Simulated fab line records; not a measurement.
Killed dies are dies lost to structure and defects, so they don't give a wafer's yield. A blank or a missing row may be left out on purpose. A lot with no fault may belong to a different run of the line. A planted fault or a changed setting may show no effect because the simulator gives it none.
The same fault as seen by 2 desks + flow sfqLine + each desk holds nothing but its own numbers, with what lay behind them at the end

AT THE METROLOGY DESK
Lot by lot, what the gauges showed, no matter which tool ran the lot: averages of those sampled wafers that carry a number. If a lot's mean is further than 4 standard deviations from the usual mean, the lot is out of limits and carries the mark OUT (the distance appears in the brackets).
Columns: A = M5_OVL at SFQ_M5_OVL_MEAS_932, usual 0 nm
| lot  | first seen here | A  |
|------|-----------------|----|
| L233 | day 60 12:51    | -7 |
| L240 | day 61 07:32    | 0  |
| L242 | day 61 14:45    | 0  |
| L251 | day 65 06:07    | 1  |
| L253 | day 67 07:19    | 2  |
| L254 | day 67 21:50    | 2  |
Result from this desk: across the 6 lots, nothing is out of limits.

FOR THE TOOL OWNER'S DESK: pvdSputter-04
The tool's own readings at SFQ_TRILAYER_R5_DEP_SPUTTER_132 (material Ti, target thk 5 nm, time 5 s): means of the sampled wafers that have a number, for each lot that ran on this tool. If a lot's mean is further than 4 standard deviations from the usual mean, the lot is out of limits and carries the mark OUT (the distance appears in the brackets).
Columns: A = throttleValvePct at SFQ_TRILAYER_R5_DEP_SPUTTER_132, usual 30.2 %
| lot  | first seen here | A    |
|------|-----------------|------|
| L240 | day 61 16:07    | 31.0 |
| L242 | day 61 22:07    | 31.1 |
| L251 | day 65 12:40    | 30.4 |
Result from this desk: across the 3 lots, nothing is out of limits.

TAKEN TOGETHER
The metrology desk saw nothing out of limits.
The tool owner's desk saw nothing out of limits.

WHAT HAD BEEN PUT IN BY THE SIMULATOR
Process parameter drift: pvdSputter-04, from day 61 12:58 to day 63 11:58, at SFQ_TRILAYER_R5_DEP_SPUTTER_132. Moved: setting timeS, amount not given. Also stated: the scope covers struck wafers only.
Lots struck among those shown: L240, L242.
